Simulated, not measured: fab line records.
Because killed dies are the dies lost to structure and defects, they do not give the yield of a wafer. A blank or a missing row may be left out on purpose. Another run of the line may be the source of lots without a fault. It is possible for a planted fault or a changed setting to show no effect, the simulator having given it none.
Which tool was responsible? || flow sky130 || Sampling: 14 lots, 42 wafers, 2 of 708 route steps

WHAT EACH GAUGE READ, for each wafer
SKY_SD_N_CD_MEAS_07 targets a cd of 380 nm. Usual: cdNm reads 380 nm (standard deviation 3.1).
{"lot": "L471", "measured": "day 27 08:57", "on": "cdSem-02", "cdNm (nm)": "376 379 377", "flag": ""}
{"lot": "L473", "measured": "day 28 11:21", "on": "cdSem-02", "cdNm (nm)": "375 373 373", "flag": ""}
{"lot": "L474", "measured": "day 28 14:30", "on": "cdSem-02", "cdNm (nm)": "379 375 376", "flag": ""}
{"lot": "L481", "measured": "day 31 07:45", "on": "cdSem-02", "cdNm (nm)": "379 379 378", "flag": ""}
{"lot": "L482", "measured": "day 31 17:39", "on": "cdSem-01", "cdNm (nm)": "425 422 423 426 422 423", "flag": "OFF"}
{"lot": "L483", "measured": "day 31 19:42", "on": "cdSem-01", "cdNm (nm)": "413 413 412 413 414 412", "flag": "OFF"}
{"lot": "L485", "measured": "day 32 05:10", "on": "cdSem-02", "cdNm (nm)": "384 381 383", "flag": ""}
{"lot": "L487", "measured": "day 33 03:04", "on": "cdSem-01", "cdNm (nm)": "385 383 384", "flag": ""}
{"lot": "L489", "measured": "day 34 23:28", "on": "cdSem-01", "cdNm (nm)": "381 380 380", "flag": ""}
{"lot": "L488", "measured": "day 35 02:27", "on": "cdSem-01", "cdNm (nm)": "381 381 380", "flag": ""}
{"lot": "L491", "measured": "day 35 03:39", "on": "cdSem-01", "cdNm (nm)": "381 382 383", "flag": ""}
{"lot": "L492", "measured": "day 35 05:05", "on": "cdSem-02", "cdNm (nm)": "382 381 382", "flag": ""}
{"lot": "L490", "measured": "day 35 06:30", "on": "cdSem-02", "cdNm (nm)": "380 381 381", "flag": ""}
{"lot": "L493", "measured": "day 35 07:22", "on": "cdSem-02", "cdNm (nm)": "376 377 378", "flag": ""}

WHAT TOOL EACH LOT RAN ON (gives the tool, then ch and the chambers of the sampled wafers, and finally the start)
{"lot": "L471", "SKY_SD_N_COAT_02": "lithoTrack-01 ch 0, day 26 18:15"}
{"lot": "L473", "SKY_SD_N_COAT_02": "lithoTrack-04 ch 0, day 27 20:54"}
{"lot": "L474", "SKY_SD_N_COAT_02": "lithoTrack-01 ch 0, day 28 00:03"}
{"lot": "L481", "SKY_SD_N_COAT_02": "lithoTrack-03 ch 0, day 30 18:18"}
{"lot": "L482", "SKY_SD_N_COAT_02": "lithoTrack-01 ch 0, day 31 04:00"}
{"lot": "L483", "SKY_SD_N_COAT_02": "lithoTrack-01 ch 0, day 31 06:36"}
{"lot": "L485", "SKY_SD_N_COAT_02": "lithoTrack-03 ch 0, day 31 15:02"}
{"lot": "L487", "SKY_SD_N_COAT_02": "lithoTrack-04 ch 0, day 32 13:41"}
{"lot": "L489", "SKY_SD_N_COAT_02": "lithoTrack-01 ch 0, day 34 09:58"}
{"lot": "L488", "SKY_SD_N_COAT_02": "lithoTrack-04 ch 0, day 34 13:27"}
{"lot": "L491", "SKY_SD_N_COAT_02": "lithoTrack-03 ch 0, day 34 15:03"}
{"lot": "L492", "SKY_SD_N_COAT_02": "lithoTrack-01 ch 0, day 34 16:06"}
{"lot": "L490", "SKY_SD_N_COAT_02": "lithoTrack-01 ch 0, day 34 17:15"}
{"lot": "L493", "SKY_SD_N_COAT_02": "lithoTrack-01 ch 0, day 34 18:28"}
- SKY_SD_N_COAT_02: resist thk 1140 nm.

AS READ BY THE TOOLS THEMSELVES (means over the sampled wafers that have a number; for cases with no such wafer, the mark the record gives instead)
The record holds no such reading with a usual standard deviation.

THE ANSWER, worked out from the rows above alone
Rule: lot off if the mean of its wafers having a number is beyond 3 standard deviations from the usual mean. A lot without any number at a reading at which 4 lots or more have one is off too. All remaining lots with rows at the step are treated as sound. After the gauges, taken in route order, come the tools' own readings; for these a lot's mean is taken, as printed above. The first step at which some lot is off is used, and at that step the reading that is off furthest; a lot without a number counts as furthest.
Off, at SKY_SD_N_CD_MEAS_07 on cdNm: L482, L483.
A tool fits if, at a process step before that reading, it ran every lot that is off, and no sound lot after the first of them. Those tools and the gauges at SKY_SD_N_CD_MEAS_07 are tried in the same way. No candidate that was tried fits.

WHAT THE SIMULATOR PUT IN
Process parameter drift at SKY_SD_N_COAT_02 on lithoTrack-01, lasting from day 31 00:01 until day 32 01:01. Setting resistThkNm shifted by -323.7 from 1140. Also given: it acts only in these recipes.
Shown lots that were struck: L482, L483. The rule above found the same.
